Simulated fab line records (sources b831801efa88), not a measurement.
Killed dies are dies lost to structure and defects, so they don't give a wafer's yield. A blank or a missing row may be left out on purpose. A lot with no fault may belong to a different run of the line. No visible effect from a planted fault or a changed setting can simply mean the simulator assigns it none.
fab line records	flow sky130
record lots=5	wafers=15	last_day=50
route steps=708 shown LDD_HVN@270 LDD_HVP@278 LDD_LDN@289
lots with no fault: from the same line, run without faults
start_h: start of the lot's first displayed wafer, in hours after the record's first day	wait_h: how many hours have passed since the lot's step before this one	" as in the row above	L1.1+2: several wafers, shown together as one row	- no value, or no start given	* or withheld: withheld	< > ~ a bound
route shown NAME@n: names a module that has steps shown in the file, with the first one's number in the route	usual: the fault-free wafers' mean and standard deviation	same: alike in all rows	chamber/n: place in a boat	sites: each site's reading	_std_site: how widely they spread, as a standard deviation	_edge_site: inner sites' mean taken away from outer sites' mean	radius_mm: for every site, how far away it sits from the centre of the wafer	mask NAME#n: copy n	behind: tool/chamber where the wafer was last shaped	hold: reason for holding the lot/hours on hold/outcome of the hold	device: the n, p or np transistor that did not switch	end of line: at the end of the route, the tests of the same wafers	a step without rows: its recipe alone	killed: at the first sort, the dies lost to defects and structure; wafer yield is something else	map: dies across one wafer; x = killed, . = not, _ = none there
set.NAME: the run value of the setting; set.NAME@STEP: its run value at that earlier step	model.NAME: the simulator's own value behind a step, which no gauge read
lots at some steps of the route; a table a step, a row a wafer
services: when a tool's chamber went out of use (start_h, in hours from the record's first day, below 0 if earlier), for how many hours, and the reason
## steps
# step SKY_LDD_HVN_SOFTBAKE_03
# recipe temp_c=90	time_s=60	resist=NOVOLAK
# step SKY_LDD_HVN_EXPOSE_04
# recipe mask_id=HVNTM	na=0.6	source_shape=conventional	sigma_outer=0.6	polarization=unpolarized	target_cd_nm=700	dose_mj=127
# step SKY_LDD_HVN_PEB_05
# recipe temp_c=withheld	time_s=*	resist=NOVOLAK
# step SKY_LDD_HVN_DEVELOP_06
# recipe resist=NOVOLAK	developer=TMAH	develop_time_s=60	dev_temp_c=23
# step SKY_LDD_HVN_OVL_MEAS_07
# usual LDD_HVN_OVL=-0.3/1.4
lot.wafer	tool	chamber	start_h	wait_h	LDD_HVN_OVL[nm]
L307.2	overlay-02	-	477.99	0.1	-0.9
L307.3	"	-	"	"	-1.0
L307.4	"	-	"	"	-1.1
L314.1	overlay-01	-	539.28	0.1	1.7
L314.2	"	-	"	"	0.6
L314.5	"	-	"	"	0.5
L316.2	overlay-01	-	564.44	0.1	0.4
L316.4	"	-	"	"	1.8
L316.5	"	-	"	"	0.1
L326.2	overlay-01	-	672.68	0.1	0.9
L326.3	"	-	"	"	2.6
L326.4	"	-	"	"	3.0
L328.3	overlay-01	-	673.10	0.1	0.6
L328.4	"	-	"	"	-0.9
L328.6	"	-	"	"	1.6
# step SKY_LDD_HVN_IMPLANT_08
# recipe species=P	energy_kev=59.47	dose_cm2=3e+13	tilt_deg=40
# step SKY_LDD_HVN_STRIP_09
# recipe chemistry=O2/N2	power_w=1400	pressure_mtorr=1500	platen_temp_c=withheld	o2_flow_sccm=3000	n2_flow_sccm=300	overash_fraction=0.5
# usual drypump_motor_current_A=6.0/0.38	oes_product_au=0.410/0.0041	strip_time_to_endpoint_s=4.171/0.016
lot.wafer	tool	chamber	start_h	wait_h	drypump_motor_current_A	oes_product_au	rf_hours_counter_h	strip_time_to_endpoint_s
L307.2	plasma_asher-03	0	478.17	0.1	6.5	0.411	66	4.161
L307.3	"	1	"	"	6.0	0.407	-	4.192
L307.4	"	0	"	"	6.5	0.414	-	4.170
L314.1	plasma_asher-01	1	539.46	0.1	5.9	0.406	85	4.138
L314.2	"	0	"	"	5.4	0.408	85	4.159
L314.5	"	0	"	"	5.4	0.414	-	4.147
L316.2	plasma_asher-01	0	564.62	0.1	5.4	0.406	88	4.165
L316.4	"	0	"	"	5.4	0.401	-	4.156
L316.5	"	1	"	"	5.9	0.414	-	4.154
L326.2	plasma_asher-04	1	672.86	0.1	6.2	0.413	23	4.186
L326.3	"	1	"	"	6.2	0.410	-	4.194
L326.4	"	0	"	"	6.2	0.415	-	4.182
L328.3	plasma_asher-01	1	673.31	0.1	5.9	0.412	-	4.169
L328.4	"	0	"	"	5.4	0.407	-	4.165
L328.6	"	1	"	"	5.9	0.409	-	4.196
# step SKY_LDD_HVN_TW_MEAS_10
# usual LDD_HVN_TW=1431/9.5
lot.wafer	tool	chamber	start_h	wait_h	LDD_HVN_TW
L307.2	film_metro-04	-	478.28	0.1	1430
L307.3	"	-	"	"	1440
L307.4	"	-	"	"	1439
L314.1	film_metro-03	-	539.56	0.1	1414
L314.2	"	-	"	"	1412
L314.5	"	-	"	"	1425
L316.2	film_metro-04	-	564.73	0.1	1441
L316.4	"	-	"	"	1439
L316.5	"	-	"	"	1437
L326.2	film_metro-02	-	672.97	0.1	1426
L326.3	"	-	"	"	1425
L326.4	"	-	"	"	1431
L328.3	film_metro-04	-	673.39	0.1	1445
L328.4	"	-	"	"	1434
L328.6	"	-	"	"	1431
# step SKY_LDD_HVP_DEHYDRATE_00
# recipe temp_c=200	time_s=60
# step SKY_LDD_HVP_HMDS_01
# recipe prime_time_s=60	prime_temp_c=120
# step SKY_LDD_HVP_COAT_02
# recipe resist=NOVOLAK	spin_rpm=3000	resist_thk_nm=300
# step SKY_LDD_HVP_SOFTBAKE_03
# recipe temp_c=90	time_s=60	resist=NOVOLAK
# step SKY_LDD_HVP_EXPOSE_04
# recipe mask_id=HVPTM	na=0.6	source_shape=conventional	sigma_outer=0.6	polarization=unpolarized	target_cd_nm=700	dose_mj=86
lot.wafer	tool	chamber	start_h	wait_h	mask
L307.2+3+4	iline_stepper-01	0	494.05	-	HVPTM#0
L314.1+2+5	iline_stepper-02	0	553.93	-	HVPTM#0
L316.2+4+5	iline_stepper-02	0	580.00	-	LDNTM#0
L326.2+3+4	iline_stepper-01	0	686.60	-	HVPTM#0
L328.3+4+6	iline_stepper-02	0	686.87	-	HVPTM#0
# step SKY_LDD_HVP_PEB_05
# recipe temp_c=withheld	time_s=*	resist=NOVOLAK
# step SKY_LDD_HVP_DEVELOP_06
# recipe resist=NOVOLAK	developer=TMAH	develop_time_s=60	dev_temp_c=23
# step SKY_LDD_HVP_OVL_MEAS_07
# usual LDD_HVP_OVL=0.5/1.5
lot.wafer	tool	chamber	start_h	wait_h	LDD_HVP_OVL[nm]
L307.2	overlay-01	-	509.33	0.1	0.6
L307.3	"	-	"	"	0.4
L307.4	"	-	"	"	-0.5
L314.1	overlay-02	-	567.78	0.1	-1.5
L314.2	"	-	"	"	0.5
L314.5	"	-	"	"	1.3
L316.2	overlay-02	-	593.39	0.1	-
L316.4	"	-	"	"	-
L316.5	"	-	"	"	-
L326.2	overlay-02	-	700.98	0.1	0.7
L326.3	"	-	"	"	-0.4
L326.4	"	-	"	"	-0.6
L328.3	overlay-01	-	701.54	0.1	-1.4
L328.4	"	-	"	"	-1.1
L328.6	"	-	"	"	-3.4
# step SKY_LDD_HVP_IMPLANT_08
# recipe species=B	energy_kev=20	dose_cm2=1.7e+13	tilt_deg=17.9
# step SKY_LDD_HVP_STRIP_09
# recipe chemistry=O2/N2	power_w=1400	pressure_mtorr=1500	platen_temp_c=withheld	o2_flow_sccm=3000	n2_flow_sccm=300	overash_fraction=0.5
# usual drypump_motor_current_A=5.8/0.51	oes_product_au=0.408/0.0043	strip_time_to_endpoint_s=4.133/0.015
lot.wafer	tool	chamber	start_h	wait_h	drypump_motor_current_A	oes_product_au	rf_hours_counter_h	strip_time_to_endpoint_s
L307.2	plasma_asher-01	1	509.51	0.1	5.9	0.415	82	4.135
L307.3	"	0	"	"	5.4	0.407	-	4.122
L307.4	"	1	"	"	5.9	0.406	-	4.117
L314.1	plasma_asher-03	1	567.96	0.1	5.9	0.414	75	4.131
L314.2	"	0	"	"	6.5	0.414	75	4.142
L314.5	"	1	"	"	5.9	0.405	-	4.130
L316.2	plasma_asher-02	1	593.57	0.1	6.2	0.405	43	4.123
L316.4	"	0	"	"	5.0	0.404	-	4.138
L316.5	"	0	"	"	5.0	0.405	-	4.139
L326.2	plasma_asher-01	0	701.16	0.1	5.4	0.406	102	4.121
L326.3	"	0	"	"	5.4	0.409	-	4.105
L326.4	"	1	"	"	5.9	0.403	-	4.110
L328.3	plasma_asher-03	0	701.75	0.1	6.5	0.415	-	4.123
L328.4	"	1	"	"	5.9	0.403	-	4.141
L328.6	"	0	"	"	6.5	0.403	-	4.130
# step SKY_LDD_HVP_TW_MEAS_10
# usual LDD_HVP_TW=454/4
lot.wafer	tool	chamber	start_h	wait_h	LDD_HVP_TW
L307.2	film_metro-04	-	509.62	0.1	458
L307.3	"	-	"	"	455
L307.4	"	-	"	"	460
L314.1	film_metro-02	-	568.06	0.1	455
L314.2	"	-	"	"	455
L314.5	"	-	"	"	454
L316.2	film_metro-02	-	593.68	0.1	30
L316.4	"	-	"	"	30
L316.5	"	-	"	"	30
L326.2	film_metro-01	-	701.27	0.1	452
L326.3	"	-	"	"	452
L326.4	"	-	"	"	453
L328.3	film_metro-04	-	701.83	0.1	455
L328.4	"	-	"	"	455
L328.6	"	-	"	"	455
# step SKY_LDD_LDN_DEHYDRATE_00
# recipe temp_c=200	time_s=60
## services
tool	chamber	start_h	hours	kind
plasma_asher-01	-	458.54	4.7	repair
iline_stepper-02	-	477.64	4.4	pm
plasma_asher-02	-	491.33	10.2	repair
plasma_asher-04	-	503.88	1.1	repair
plasma_asher-01	-	505.72	2.1	repair
iline_stepper-01	-	521.61	1.6	repair
iline_stepper-01	-	554.10	0.8	pm
iline_stepper-01	-	561.74	9.5	repair
plasma_asher-01	-	562.19	1.4	repair
iline_stepper-01	-	584.19	2.1	pm
plasma_asher-04	-	585.88	5.4	repair
iline_stepper-01	-	586.27	-	consumable_replace:lamp
plasma_asher-02	-	596.37	5.2	repair
iline_stepper-01	-	602.14	1.7	pm
plasma_asher-01	-	608.70	2.4	repair
iline_stepper-02	-	611.03	3.8	repair
iline_stepper-02	0	616.97	-	calibration
plasma_asher-04	-	621.25	11.8	repair
iline_stepper-01	0	632.52	-	calibration
iline_stepper-01	-	644.94	4.4	pm
iline_stepper-02	-	669.96	4.3	pm
iline_stepper-02	-	700.93	1.7	pm
## key
first_sign step=SKY_LDD_HVP_EXPOSE_04	reading=mask	direction=changed
effect step=SKY_LDD_HVP_OVL_MEAS_07	reading=LDD_HVP_OVL	direction=missing
effect step=SKY_LDD_HVP_TW_MEAS_10	reading=LDD_HVP_TW	direction=down	sigmas=99+	usual=454	struck=30
met_at SKY_LDD_HVP_EXPOSE_04
struck_wafers L316.2,L316.4,L316.5
sort_left_out L316.2,L316.4,L316.5
tester_left_out L316
onset_between 553.93 580.00
fault kind=wrong_mask	tool=any	chamber=-	onset_h=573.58	steps=SKY_LDD_HVP_EXPOSE_04	aux_copy=LDNTM#0	scope=struck_lots_only
# tester_left_out: of these lots the tester's yield and bins aren't shown, on N5 and GAA mostly nor the transistor test; their killed dies are dies lost to structure and defects alone, not to doping, threshold or leakage, so they don't give the yield
# sort_left_out: the simulated sort isn't trusted on such a fault, so these wafers' sort isn't shown, and their yield isn't known
